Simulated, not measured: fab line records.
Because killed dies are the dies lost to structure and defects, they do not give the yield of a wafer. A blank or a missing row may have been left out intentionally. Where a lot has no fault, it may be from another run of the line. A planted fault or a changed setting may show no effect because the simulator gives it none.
Which tool is to blame? | flow sky130 | 36 wafers sampled from 12 lots at 1 step of a route of 708

## WHAT THE GAUGES SHOWED, per wafer
SKY_POLY_CUT_CD_MEAS_08: target cd 270 nm.
lot  | measured     | on        | cd nm (nm)
L077 | day 25 07:36 | cd sem-01 | 266.8 267.4 269.2
L076 | day 25 08:10 | cd sem-02 | 269.5 269.6 270.3
L079 | day 25 23:08 | cd sem-01 | 269.4 269.3 268.6
L081 | day 26 09:25 | cd sem-01 | 270.2 271.5 270.4
L083 | day 27 04:35 | cd sem-01 | 269.2 269.3 270.5
L085 | day 28 05:26 | cd sem-01 | 272.4 271.4 272.1
L088 | day 30 08:21 | cd sem-02 | 267.6 267.9 268.6
L090 | day 30 12:43 | cd sem-01 | 270.0 270.4 268.8
L089 | day 30 13:19 | cd sem-02 | 268.2 270.4 270.2
L093 | day 30 17:16 | cd sem-02 | 273.8 270.6 271.1
L096 | day 32 12:21 | cd sem-01 | 272.8 272.5 271.9
L097 | day 32 15:18 | cd sem-01 | 268.2 268.8 269.1

## WHICH TOOL RAN EACH LOT (tool, then ch and the chambers of the sampled wafers, then the start)
Before these readings, the record contains no process step.

## THE ANSWER, worked out from the rows above alone
Rule: what is usual is taken from the lots themselves. The widest of any qualifying gaps counts: lots, ordered by their means at a reading, are off when they make up no more than a third of the lots, leave a main group of 4 or more, and stand apart from it by 3 or more times the standard deviation of that group's means. A main group whose means are all the same, to the digits that the tables above print for the reading, isn't used. A lot without any number at a reading at which 4 lots or more have one is off too. All remaining lots with rows at the step are treated as sound.
No lot is off on any of the readings shown, so nothing can be concluded from this.

## WHAT HAD BEEN PUT IN BY THE SIMULATOR
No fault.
